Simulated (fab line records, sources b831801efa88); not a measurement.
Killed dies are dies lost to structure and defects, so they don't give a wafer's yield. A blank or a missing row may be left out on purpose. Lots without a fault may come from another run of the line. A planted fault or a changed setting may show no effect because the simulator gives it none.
A struck lot beside a sound one | flow sfq_line | 24 steps out of a route of 325
Sound: wafers L889.2, L889.3, L889.6. Struck: wafers L900.2, L900.3, L900.4. The cause comes at the end.
At each step with rows: each side's tool, then ch and its chambers, then its first start. Under that, the readings that differ: sound wafers | struck wafers | difference of the means | sigmas: that difference in standard deviations of wafers without a fault.
alike: readings whose means differ by less than 2 such deviations, and words and numbers that are the same on both sides. not compared: withheld readings, readings that some wafer has no value for, bounds like >300 that may hide the same value, and numbers for which the record gives no deviation and whose values overlap.
The two part at a step that has a row with sigmas, a row that says differs or no value, or rows on one side only. Numbers that don't overlap but have no deviation are shown without sigmas and don't part them. A reading that every wafer of one side lacks parts them only if that side has two wafers or more.

first, 6 steps without rows for these wafers: SFQ_TRILAYER_I0_VIA_LITHO_COAT_036 (resist thk 62 nm); SFQ_TRILAYER_I0_VIA_LITHO_COAT_031 (resist thk 650 nm); SFQ_TRILAYER_I0_VIA_LITHO_SOFTBAKE_035; SFQ_TRILAYER_I0_VIA_LITHO_EXPOSE_032 (exposes mask I0, target cd 500 nm); SFQ_TRILAYER_I0_VIA_LITHO_PEB_034 (peb time 60 s); SFQ_TRILAYER_I0_VIA_LITHO_DEVELOP_033 (time 60 s).
SFQ_I0_OVL_MEAS_908:
  sound on overlay-01, day 20 06:27; struck on overlay-02, day 25 06:50
  alike: I0_OVL
SFQ_TRILAYER_I0_VIA_BARC_OPEN_VIA_ETCH_046: etches BARC in O2, target depth 125 nm, time 41.7 s.
  sound on rie_diel-04 ch 0,1,3, day 20 06:29; struck on rie_diel-04 ch 0,1,3, day 25 06:52
  alike: drypump_motor_current_A, oes_product_au
  not compared: rf_hours_counter_h
SFQ_TRILAYER_I0_VIA_ETCH_VIA_ETCH_034: etches SiO2 in CHF3, stops on Nb, target depth 260 nm.
  sound on rie_diel-04 ch 0,1,3, day 20 06:31; struck on rie_diel-04 ch 0,1,3, day 25 06:54
  alike: drypump_motor_current_A, oes_product_au
SFQ_TRILAYER_I0_VIA_STRIP_STRIP_035: strips in O2.
  sound on rie_metal-02 ch 0,1, day 20 06:38; struck on rie_metal-02 ch 0, day 25 07:13
  reading               | sound             | struck            | difference | sigmas
  oes_product_au (a.u.) | 0.986 0.994 0.987 | 1.002 1.009 1.011 | +0.018     | +2
  alike: drypump_motor_current_A, he_backside_leak_sccm
  not compared: rf_hours_counter_h
then, 2 steps without rows for these wafers: SFQ_TRILAYER_I0_VIA_STRIP_SOLV_CLEAN_036 (cleans in NMP, time 600 s); SFQ_TRILAYER_M1_DEP_PRE_CLEAN_038 (time 22.5 s).
SFQ_TRILAYER_M1_DEP_SPUTTER_037: material Nb, target thk 200 nm, time 133.3 s.
  sound on pvd_sputter-03, day 20 07:26; struck on pvd_sputter-04, day 25 08:25
  alike: throttle_valve_pct
SFQ_M1_RS_MEAS_909: measures by four-point-probe.
  sound on film_metro-03, day 20 07:33; struck on film_metro-01, day 25 08:32
  reading           | sound             | struck            | difference | sigmas
  M1_NB_RS (ohm/sq) | 0.877 0.889 0.896 | 1.030 1.034 1.055 | +0.152     | +16
then, 6 steps without rows for these wafers: SFQ_TRILAYER_M1_LITHO_COAT_044 (resist thk 62 nm); SFQ_TRILAYER_M1_LITHO_COAT_039 (resist thk 600 nm); SFQ_TRILAYER_M1_LITHO_SOFTBAKE_043; SFQ_TRILAYER_M1_LITHO_EXPOSE_040 (exposes mask M1, target cd 500 nm); SFQ_TRILAYER_M1_LITHO_PEB_042 (peb time 60 s); SFQ_TRILAYER_M1_LITHO_DEVELOP_041 (time 60 s).
-- the record jumps here: 7 days lie between the struck wafers' starts before and after --
SFQ_M1_OVL_MEAS_911:
  sound on overlay-02, day 26 20:00; struck on overlay-01, day 32 06:34
  alike: M1_OVL
SFQ_TRILAYER_M1_BARC_OPEN_METAL_ETCH_054: etches BARC in O2, target depth 125 nm, time 41.7 s.
  sound on rie_metal-04 ch 0,1, day 26 20:02; struck on rie_metal-04 ch 0,1, day 32 06:36
  alike: drypump_motor_current_A, he_backside_leak_sccm, oes_product_au
  not compared: rf_hours_counter_h
SFQ_TRILAYER_M1_ETCH_METAL_ETCH_042: etches Nb in Cl2/Ar, stops on SiO2, target depth 240 nm, time 120 s.
  sound on rie_metal-04 ch 0,1, day 26 20:05; struck on rie_metal-04 ch 0,1, day 32 06:40
  reading               | sound             | struck            | difference | sigmas
  oes_product_au (a.u.) | 0.906 0.898 0.891 | 0.842 0.837 0.828 | -0.063     | -9
  alike: drypump_motor_current_A, he_backside_leak_sccm
  not compared: rf_hours_counter_h
SFQ_TRILAYER_M1_STRIP_STRIP_043: strips in O2.
  sound on rie_metal-04 ch 0,1, day 26 20:13; struck on rie_metal-04 ch 0,1, day 32 06:47
  alike: drypump_motor_current_A, he_backside_leak_sccm, oes_product_au
  not compared: rf_hours_counter_h

WHERE THEY PART
First at SFQ_TRILAYER_I0_VIA_STRIP_STRIP_035; last, within this record, at SFQ_TRILAYER_M1_ETCH_METAL_ETCH_042. Later steps at which nothing parts them and some readings are alike: SFQ_TRILAYER_M1_STRIP_STRIP_043.

WHY: what the simulator had put in
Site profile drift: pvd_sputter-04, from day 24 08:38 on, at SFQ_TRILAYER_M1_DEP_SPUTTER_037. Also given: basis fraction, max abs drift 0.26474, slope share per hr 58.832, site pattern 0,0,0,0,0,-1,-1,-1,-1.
